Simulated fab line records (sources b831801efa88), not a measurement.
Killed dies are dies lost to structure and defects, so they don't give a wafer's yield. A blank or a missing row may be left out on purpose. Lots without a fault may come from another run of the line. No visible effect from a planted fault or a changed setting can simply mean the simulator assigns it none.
Chamber matching + flow gf180mcu + 4 sister chambers for GF_V4_CMP_04 on cmp-02
The step polishes SiO2. 8 wafers are shown with their chamber, then 11 later ones without.

== EACH WAFER AND ITS CHAMBER ==
| wafer  | chamber | motor_current_A (A) | time_to_endpoint_s (s) |
|--------|---------|---------------------|------------------------|
| L081.4 | 3       | 11.3                | 80                     |
| L083.3 | 2       | 14.9                | 78                     |
| L083.4 | 3       | 11.4                | 80                     |
| L083.6 | 0       | 11.1                | 85                     |
| L084.2 | 2       | 14.5                | 73                     |
| L084.3 | 0       | 11.3                | 69                     |
| L084.5 | 1       | 11.0                | 80                     |
| L086.1 | 1       | 11.6                | 77                     |

== WAFERS WITH NO CHAMBER GIVEN ==
| wafer  | motor_current_A (A) | time_to_endpoint_s (s) |
|--------|---------------------|------------------------|
| L086.3 | 11.4                | 77                     |
| L086.5 | 11.6                | 86                     |
| L087.2 | 11.7                | 82                     |
| L087.3 | 14.4                | 83                     |
| L087.5 | 11.1                | 90                     |
| L093.1 | 14.9                | 79                     |
| L093.4 | 11.2                | 81                     |
| L093.5 | 10.8                | 91                     |
| L096.1 | 11.7                | 73                     |
| L096.2 | 14.4                | 81                     |
| L096.3 | 11.1                | 76                     |

== WHICH CHAMBER EACH WENT THROUGH ==
| wafer  | from the rows above          | in truth |
|--------|------------------------------|----------|
| L086.3 | can't be placed: 1 or 3 or 0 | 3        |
| L086.5 | can't be placed: 3 or 1 or 0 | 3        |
| L087.2 | can't be placed: 3 or 1 or 0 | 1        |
| L087.3 | 2                            | 2        |
| L087.5 | can't be placed: 3 or 1 or 0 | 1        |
| L093.1 | 2                            | 2        |
| L093.4 | can't be placed: 1 or 3 or 0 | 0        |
| L093.5 | can't be placed: 3 or 0 or 1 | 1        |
| L096.1 | can't be placed: 3 or 1 or 0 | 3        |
| L096.2 | 2                            | 2        |
| L096.3 | can't be placed: 0 or 1 or 3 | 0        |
Correctly placed: 3 of 11. Can't be placed from these rows: 8 (the true chamber is among the candidates in 8). Number placed wrongly: 0.
How it was worked out, from the rows above alone: a wafer's distance from a chamber is the root of the sum, over the readings, of the square of ((its reading less the chamber's mean) divided by the reading's scatter). If the next closest chamber is less than 2 further off than the closest, the wafer can't be placed; otherwise it belongs to the closest. Each chamber's mean is taken over the wafers shown for it. The scatter: take each reading less its chamber's mean, square it, sum over the shown wafers, divide by the number of wafers less the number of chambers, and take the root.
